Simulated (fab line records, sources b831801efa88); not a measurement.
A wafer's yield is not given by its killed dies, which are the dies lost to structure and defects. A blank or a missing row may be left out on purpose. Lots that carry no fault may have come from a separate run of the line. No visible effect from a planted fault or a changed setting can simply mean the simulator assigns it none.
Which tool is to blame? || flow sky130 || 36 wafers from 12 lots sampled at 3 of the route's 708 steps

== WHAT THE GAUGES SHOWED, per wafer ==
SKY_LDD_P_OVL_MEAS_08.
{"lot": "L767", "measured": "day 19 08:25", "on": "overlay-01", "LDD_P_OVL (nm)": "2.5 3.0 1.5"}
{"lot": "L769", "measured": "day 20 01:58", "on": "overlay-01", "LDD_P_OVL (nm)": "2.1 3.0 2.0"}
{"lot": "L770", "measured": "day 20 04:49", "on": "overlay-02", "LDD_P_OVL (nm)": "-2.1 -0.7 -0.8"}
{"lot": "L771", "measured": "day 20 14:28", "on": "overlay-01", "LDD_P_OVL (nm)": "0.2 -0.6 -0.2"}
{"lot": "L772", "measured": "day 21 02:45", "on": "overlay-01", "LDD_P_OVL (nm)": "0.4 0.2 0.9"}
{"lot": "L778", "measured": "day 23 01:25", "on": "overlay-02", "LDD_P_OVL (nm)": "-1.1 -1.7 0.1"}
{"lot": "L782", "measured": "day 24 21:47", "on": "overlay-02", "LDD_P_OVL (nm)": "0.5 0.6 0.4"}
{"lot": "L784", "measured": "day 25 04:08", "on": "overlay-01", "LDD_P_OVL (nm)": "1.1 0.2 -1.3"}
{"lot": "L786", "measured": "day 26 04:35", "on": "overlay-01", "LDD_P_OVL (nm)": "-0.3 -0.4 -1.3"}
{"lot": "L788", "measured": "day 26 09:37", "on": "overlay-02", "LDD_P_OVL (nm)": "-1.3 -1.9 -3.6"}
{"lot": "L789", "measured": "day 26 21:51", "on": "overlay-01", "LDD_P_OVL (nm)": "0.7 1.7 -0.5"}
{"lot": "L790", "measured": "day 27 07:13", "on": "overlay-01", "LDD_P_OVL (nm)": "1.7 0.5 1.3"}

SKY_LI_CONTACT_BOW_MEAS_03.
{"lot": "L767", "measured": "day 28 06:04", "on": "film_metro-04", "LI_CONTACT_BOW (um)": "60 48 45"}
{"lot": "L769", "measured": "day 28 23:25", "on": "film_metro-03", "LI_CONTACT_BOW (um)": "45 60 54"}
{"lot": "L770", "measured": "day 29 01:27", "on": "film_metro-01", "LI_CONTACT_BOW (um)": "58 61 51"}
{"lot": "L771", "measured": "day 29 10:11", "on": "film_metro-01", "LI_CONTACT_BOW (um)": "57 55 41"}
{"lot": "L772", "measured": "day 29 19:40", "on": "film_metro-03", "LI_CONTACT_BOW (um)": "66 61 56"}
{"lot": "L778", "measured": "day 31 15:22", "on": "film_metro-01", "LI_CONTACT_BOW (um)": "64 70 69 - - -"}
{"lot": "L782", "measured": "day 33 06:37", "on": "film_metro-03", "LI_CONTACT_BOW (um)": "59 50 53"}
{"lot": "L784", "measured": "day 33 13:36", "on": "film_metro-01", "LI_CONTACT_BOW (um)": "54 52 62"}
{"lot": "L786", "measured": "day 34 10:13", "on": "film_metro-01", "LI_CONTACT_BOW (um)": "56 67 58"}
{"lot": "L788", "measured": "day 34 17:36", "on": "film_metro-01", "LI_CONTACT_BOW (um)": "58 54 53"}
{"lot": "L789", "measured": "day 35 03:01", "on": "film_metro-03", "LI_CONTACT_BOW (um)": "56 54 60"}
{"lot": "L790", "measured": "day 35 10:19", "on": "film_metro-04", "LI_CONTACT_BOW (um)": "50 64 56"}

== EACH LOT AND THE TOOL THAT RAN IT (in order: tool; ch and the chambers of the sampled wafers; start) ==
{"lot": "L767", "SKY_LI_CONTACT_CMP_02": "cmp-01 ch 0,2, day 28 05:49"}
{"lot": "L769", "SKY_LI_CONTACT_CMP_02": "cmp-01 ch 1,3, day 28 23:04"}
{"lot": "L770", "SKY_LI_CONTACT_CMP_02": "cmp-01 ch 0,2,3, day 29 01:15"}
{"lot": "L771", "SKY_LI_CONTACT_CMP_02": "cmp-02 ch 0,1, day 29 09:52"}
{"lot": "L772", "SKY_LI_CONTACT_CMP_02": "cmp-01 ch 0,1,3, day 29 19:22"}
{"lot": "L778", "SKY_LI_CONTACT_CMP_02": "cmp-02 ch 0,1,2, day 31 15:10"}
{"lot": "L782", "SKY_LI_CONTACT_CMP_02": "cmp-01 ch 1,2, day 33 06:16"}
{"lot": "L784", "SKY_LI_CONTACT_CMP_02": "cmp-01 ch 0,1,2, day 33 13:18"}
{"lot": "L786", "SKY_LI_CONTACT_CMP_02": "cmp-01 ch 0,1, day 34 09:58"}
{"lot": "L788", "SKY_LI_CONTACT_CMP_02": "cmp-02 ch 0,1,2, day 34 17:24"}
{"lot": "L789", "SKY_LI_CONTACT_CMP_02": "cmp-01 ch 1,3, day 35 02:43"}
{"lot": "L790", "SKY_LI_CONTACT_CMP_02": "cmp-02 ch 0,1,2, day 35 10:07"}
- SKY_LI_CONTACT_CMP_02: polishes PSG.

== WHAT THE TOOLS THEMSELVES READ (means of the sampled wafers that have a number; where no wafer has one, the mark that the record gives instead) ==
SKY_LI_CONTACT_CMP_02.
{"lot": "L767", "tool": "cmp-01", "motor_current_A (A)": 10.7, "slurry_flow_ml_min": 149.7, "time_to_endpoint_s (s)": 32.9}
{"lot": "L769", "tool": "cmp-01", "motor_current_A (A)": 12.5, "slurry_flow_ml_min": 150.3, "time_to_endpoint_s (s)": 33.0}
{"lot": "L770", "tool": "cmp-01", "motor_current_A (A)": 11.5, "slurry_flow_ml_min": 150.2, "time_to_endpoint_s (s)": 34.4}
{"lot": "L771", "tool": "cmp-02", "motor_current_A (A)": 11.6, "slurry_flow_ml_min": 150.2, "time_to_endpoint_s (s)": 33.6}
{"lot": "L772", "tool": "cmp-01", "motor_current_A (A)": 11.8, "slurry_flow_ml_min": 150.0, "time_to_endpoint_s (s)": 31.9}
{"lot": "L778", "tool": "cmp-02", "motor_current_A (A)": 11.0, "slurry_flow_ml_min": 150.1, "time_to_endpoint_s (s)": 33.5}
{"lot": "L782", "tool": "cmp-01", "motor_current_A (A)": 12.0, "slurry_flow_ml_min": 150.2, "time_to_endpoint_s (s)": 30.4}
{"lot": "L784", "tool": "cmp-01", "motor_current_A (A)": 11.3, "slurry_flow_ml_min": 150.1, "time_to_endpoint_s (s)": 31.7}
{"lot": "L786", "tool": "cmp-01", "motor_current_A (A)": 11.4, "slurry_flow_ml_min": 150.3, "time_to_endpoint_s (s)": 30.5}
{"lot": "L788", "tool": "cmp-02", "motor_current_A (A)": 11.1, "slurry_flow_ml_min": 150.0, "time_to_endpoint_s (s)": 29.0}
{"lot": "L789", "tool": "cmp-01", "motor_current_A (A)": 12.1, "slurry_flow_ml_min": 150.4, "time_to_endpoint_s (s)": 30.4}
{"lot": "L790", "tool": "cmp-02", "motor_current_A (A)": 10.8, "slurry_flow_ml_min": 149.4, "time_to_endpoint_s (s)": 27.7}

== THE ANSWER, worked out from the rows above alone ==
Rule: the lots themselves supply what counts as usual. Put in order of their means at a reading, lots are off if they are a third of the lots or fewer, leave a main group of 4 or more, and stand apart from it by a gap of 3 or more times the standard deviation of the main group's means; of several such gaps the widest counts. Not used: any main group whose means are identical at the precision the tables above print for the reading. Also off: a lot with no number at a reading for which 4 or more lots have one. The other lots that the step has rows for count as sound. The gauges are gone through in route order, then the tools' own readings, and for those a lot's mean is taken as printed above. The first step at which some lot is off is used, and at that step the reading that is off furthest; a lot without a number counts as furthest.
No lot is off at any reading shown: from this, nothing can be told.

== WHAT WAS PUT IN BY THE SIMULATOR ==
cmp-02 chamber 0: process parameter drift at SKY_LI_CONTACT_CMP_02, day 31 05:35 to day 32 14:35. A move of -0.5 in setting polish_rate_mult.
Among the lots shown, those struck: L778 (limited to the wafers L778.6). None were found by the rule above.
